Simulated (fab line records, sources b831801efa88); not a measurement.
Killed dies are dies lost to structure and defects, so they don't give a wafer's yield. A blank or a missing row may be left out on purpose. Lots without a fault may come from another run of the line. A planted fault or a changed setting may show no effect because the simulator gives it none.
A struck lot beside a sound one | flow sfq_line | 17 steps out of a route of 325
Sound: wafers L723.1, L723.2, L723.6. Struck: wafers L735.1, L735.2, L735.6. The cause comes at the end.
At each step with rows: each side's tool, then ch and its chambers, then its first start. Under that, the readings that differ: sound wafers | struck wafers | difference of the means | sigmas: that difference in standard deviations of wafers without a fault.
alike: readings whose means differ by less than 2 such deviations, and words and numbers that are the same on both sides. not compared: withheld readings, readings that some wafer has no value for, bounds like >300 that may hide the same value, and numbers for which the record gives no deviation and whose values overlap.
The two part at a step that has a row with sigmas, a row that says differs or no value, or rows on one side only. Numbers that don't overlap but have no deviation are shown without sigmas and don't part them. A reading that every wafer of one side lacks parts them only if that side has two wafers or more.

SFQ_TRILAYER_L0_VIA_BARC_OPEN_VIA_ETCH_021: etches BARC in O2, target depth 125 nm, time 41.7 s.
  sound on rie_diel-03 ch 0,1, day 12 00:10; struck on rie_diel-03 ch 0,3, day 15 08:17
  alike: drypump_motor_current_A, oes_product_au
  not compared: rf_hours_counter_h
SFQ_TRILAYER_L0_VIA_ETCH_VIA_ETCH_016: etches SiO2 in CHF3, stops on MoNx KI, target depth 80 nm.
  sound on rie_diel-03 ch 0,1, day 12 00:13; struck on rie_diel-03 ch 0,3, day 15 08:19
  alike: drypump_motor_current_A, oes_product_au
SFQ_TRILAYER_L0_VIA_STRIP_STRIP_017: strips in O2.
  sound on rie_metal-03 ch 0,1, day 12 00:16; struck on rie_metal-02 ch 0,1, day 15 08:22
  reading                     | sound       | struck      | difference | sigmas
  drypump_motor_current_A (A) | 5.5 4.9 4.9 | 6.0 6.3 6.3 | +1.1       | +2
  alike: oes_product_au
  not compared: rf_hours_counter_h
then, 2 steps without rows for these wafers: SFQ_TRILAYER_L0_VIA_STRIP_SOLV_CLEAN_018 (cleans in NMP, time 600 s); SFQ_TRILAYER_M0_DEP_PRE_CLEAN_020 (time 15 s).
SFQ_TRILAYER_M0_DEP_SPUTTER_019: material Nb, target thk 200 nm, time 133.3 s.
  sound on pvd_sputter-06, day 12 01:05; struck on pvd_sputter-04, day 15 09:20
  alike: throttle_valve_pct
SFQ_M0_RS_MEAS_904: measures by four-point-probe.
  sound on film_metro-01, day 12 01:10; struck on film_metro-02, day 15 09:26
  alike: M0_NB_RS
then, 4 steps without rows for these wafers: SFQ_TRILAYER_M0_LITHO_COAT_026 (resist thk 62 nm); SFQ_TRILAYER_M0_LITHO_COAT_021 (resist thk 600 nm); SFQ_TRILAYER_M0_LITHO_SOFTBAKE_025; SFQ_TRILAYER_M0_LITHO_EXPOSE_022 (exposes mask M0, target cd 500 nm).
-- the record jumps here: 6 days lie between the struck wafers' starts before and after --
SFQ_TRILAYER_M0_LITHO_PEB_024: peb time 60 s.
  sound on litho_track-04 ch 0, day 17 03:31; struck on litho_track-04 ch 0, day 21 08:34
  reading                  | sound             | struck            | difference | sigmas
  heater_power_total_W (W) | 79.16 79.19 79.21 | 86.49 86.41 86.58 | +7.31      | +99 or more
then, 1 step without rows for these wafers: SFQ_TRILAYER_M0_LITHO_DEVELOP_023 (time 60 s).
SFQ_M0_OVL_MEAS_906:
  sound on overlay-02, day 17 03:49; struck on overlay-02, day 21 08:52
  alike: M0_OVL
SFQ_TRILAYER_M0_BARC_OPEN_METAL_ETCH_031: etches BARC in O2, target depth 125 nm, time 41.7 s.
  sound on rie_metal-02 ch 0,1, day 17 03:51; struck on rie_metal-02 ch 0,1, day 21 08:54
  reading             | sound             | struck            | difference | sigmas
  model.M0.cd_nm (nm) | 502.5 501.2 501.2 | 544.5 546.8 545.9 | +44.1      |
  alike: drypump_motor_current_A, oes_product_au
  not compared: rf_hours_counter_h
SFQ_TRILAYER_M0_ETCH_METAL_ETCH_024: etches Nb in Cl2/Ar, stops on SiO2, target depth 240 nm, time 120 s.
  sound on rie_metal-02 ch 0,1, day 17 03:55; struck on rie_metal-02 ch 0,1, day 21 08:58
  reading             | sound             | struck            | difference | sigmas
  model.M0.cd_nm (nm) | 504.3 500.9 502.3 | 544.9 546.8 546.6 | +43.6      |
  alike: drypump_motor_current_A, oes_product_au
  not compared: rf_hours_counter_h
SFQ_TRILAYER_M0_STRIP_STRIP_025: strips in O2.
  sound on rie_metal-02 ch 0,1, day 17 04:02; struck on rie_metal-02 ch 0,1, day 21 09:05
  alike: drypump_motor_current_A, oes_product_au
  not compared: rf_hours_counter_h

WHERE THEY PART
First at SFQ_TRILAYER_L0_VIA_STRIP_STRIP_017; last, within this record, at SFQ_TRILAYER_M0_LITHO_PEB_024. Later steps at which nothing parts them and some readings are alike: SFQ_M0_OVL_MEAS_906, SFQ_TRILAYER_M0_BARC_OPEN_METAL_ETCH_031, SFQ_TRILAYER_M0_ETCH_METAL_ETCH_024, SFQ_TRILAYER_M0_STRIP_STRIP_025.

WHY: what the simulator had put in
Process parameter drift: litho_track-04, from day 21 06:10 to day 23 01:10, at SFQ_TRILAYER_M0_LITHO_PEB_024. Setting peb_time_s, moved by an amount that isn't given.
